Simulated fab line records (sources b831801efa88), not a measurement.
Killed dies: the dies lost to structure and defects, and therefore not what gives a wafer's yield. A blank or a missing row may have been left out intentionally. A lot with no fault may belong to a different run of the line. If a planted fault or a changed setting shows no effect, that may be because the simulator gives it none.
Comparing a struck lot with a sound one | flow sky130 | 26 steps out of a route of 708
Sound: these wafers, L381.2, L381.5, L381.6. Struck: wafer L373.2 (left out: L373.1, L373.6 of the same lot, which were not struck); the cause appears at the end.
Each step with rows lists, per side, the tool, then ch with its chambers, then its first start. Under that, the readings that differ: sound wafers | struck wafers | difference of the means | sigmas: that difference in standard deviations of wafers without a fault.
alike: words and numbers the same on both sides, and readings whose means are apart by under 2 such deviations; not compared: readings that were withheld, readings missing a value for some wafer, numbers with overlapping values and no deviation given by the record, and bounds like >300 which may hide the same value.
The two part at a step that has a row with sigmas, a row that says differs or no value, or rows on one side only. Numbers that have no deviation but don't overlap get no sigmas and don't part them. A reading that every wafer of one side lacks parts them only if that side has two wafers or more.

first, 9 steps without rows for these wafers: SKY_LI_CONTACT_ETCH_14 (etches BARC in N2/H2, stops on SiO2, time 45.9 s, target depth 60 nm); SKY_LI_CONTACT_ETCH_15 (etches PSG in C4F8/O2/Ar, stops on Si, target depth 600 nm); SKY_LI_CONTACT_STRIP_16 (strips in O2/N2); SKY_LI_CONTACT_CLEAN_17 (cleans in NMP, time 600 s); SKY_LI_CONTACT_PRE_CLEAN_18 (time 5.6 s); SKY_LI_CONTACT_SPUTTER_19 (material Ti, target thk 20 nm, time 106.37 s); SKY_LI_CONTACT_SPUTTER_20 (material TiN, target thk 20 nm, time 80 s); SKY_LI_CONTACT_CVD_21 (deposits W, target thk 400 nm, time 120.56 s); SKY_LI_CONTACT_CMP_24 (polishes, stops on PSG, t overpolish 20 s, target thk 0 nm).
SKY_LOCAL_INTERCONNECT_SPUTTER_00: material TiN, target thk 100 nm, time 83.3 s.
  sound on pvd sputter-01, day 35 06:01; struck on pvd sputter-01, day 32 18:26
  reading                                                | sound             | struck | difference | sigmas
  model.TiN_of_LOCAL_INTERCONNECT_SPUTTER_00.thk nm (nm) | 101.1 100.8 100.6 | 86.33  | -14.50     |
  alike: throttle valve pct
SKY_LOCAL_INTERCONNECT_RS_MEAS_01: measurement is done with a four-point probe.
  sound on film metro-04, day 35 06:05; struck on film metro-03, day 32 18:30
  reading                            | sound             | struck | difference | sigmas
  LOCAL_INTERCONNECT_TIN_RS (ohm/sq) | 14.02 14.01 14.06 | 16.45  | +2.42      | +14
SKY_LOCAL_INTERCONNECT_THK_MEAS_02: measures by xrf.
  sound on film metro-04, day 35 06:12; struck on film metro-03, day 32 18:37
  reading                         | sound            | struck | difference | sigmas
  LOCAL_INTERCONNECT_TIN_THK (nm) | 100.4 100.4 99.9 | 85.9   | -14.3      | -11
then, 9 steps without rows for these wafers: SKY_LOCAL_INTERCONNECT_DEHYDRATE_03 (time 60 s); SKY_LOCAL_INTERCONNECT_HMDS_04 (prime time 60 s); SKY_LOCAL_INTERCONNECT_COAT_05 (resist thk 60 nm); SKY_LOCAL_INTERCONNECT_COAT_06 (resist thk 450 nm); SKY_LOCAL_INTERCONNECT_SOFTBAKE_07 (time 90 s); SKY_LOCAL_INTERCONNECT_EXPOSE_08 (exposes mask LI1M, target cd 170 nm); SKY_LOCAL_INTERCONNECT_PEB_09; SKY_LOCAL_INTERCONNECT_DEVELOP_10 (develop time 60 s); SKY_LOCAL_INTERCONNECT_ETCH_13 (etches BARC in N2/H2, stops on SiO2, time 45.9 s, target depth 60 nm).
SKY_LOCAL_INTERCONNECT_METAL_ETCH_14: etches TiN in Cl2/BCl3, stops on PSG, target depth 110 nm, time 31.4 s.
  sound on rie metal-03 ch 1, day 36 07:47; struck on rie metal-02 ch 0, day 33 21:07
  reading                | sound                | struck | difference | sigmas
  oes product au (a.u.)  | 0.935 0.946 0.954    | 0.866  | -0.079     | -10
  throttle valve pct (%) | 21.908 21.903 21.893 | 21.955 | +0.054     | +5
  alike: drypump motor current A
  not compared: rf hours counter h
then, 1 step without rows for these wafers: SKY_LOCAL_INTERCONNECT_STRIP_15 (strips in O2/N2).
SKY_LOCAL_INTERCONNECT_STRIP_16: strips in post etch residue remover, time 1200 s.
  sound on wet bench-02 ch 3, day 36 07:58; struck on wet bench-04 ch 1, day 33 21:20
  reading                                                | sound             | struck | difference | sigmas
  model.TiN_of_LOCAL_INTERCONNECT_SPUTTER_00.thk nm (nm) | 100.6 100.4 100.2 | 85.91  | -14.49     |
then, 1 step without rows for these wafers: SKY_LOCAL_INTERCONNECT_CLEAN_17 (cleans in IPA, time 180 s).
-- the record jumps here: 15 days lie between the struck wafers' starts before and after (it left off in module LOCAL_INTERCONNECT and takes up again in module PAD_OPEN, whose first step shown is number 708 of the route) --
SKY_PAD_OPEN_PROBE_99:
  sound on prober-02, day 50 01:13; struck on prober-02, day 48 10:58
  reading                        | sound             | struck | difference | sigmas
  model.etest.res li.line ohm um | 74.9 75.79 74.61  | 87.63  | +12.53     |
  model.etest.res li.rs ohm sq   | 12.76 12.74 12.66 | 14.96  | +2.24      |
  model.etest.mcon chain.rc ohm  | 16.77 17.07 16.46 | 18.13  | +1.36      |
  alike: killed_at_M0_to_M3, killed_at_M4_up, killed at contacts, killed at front end, killed at other, killed dies, killed open, killed short

## WHERE THEY PART
Last at SKY_LOCAL_INTERCONNECT_METAL_ETCH_14 as far as this record goes, first at SKY_LOCAL_INTERCONNECT_RS_MEAS_01. Later steps at which nothing parts them and some readings are alike: SKY_PAD_OPEN_PROBE_99.

WHY: the cause the simulator had injected
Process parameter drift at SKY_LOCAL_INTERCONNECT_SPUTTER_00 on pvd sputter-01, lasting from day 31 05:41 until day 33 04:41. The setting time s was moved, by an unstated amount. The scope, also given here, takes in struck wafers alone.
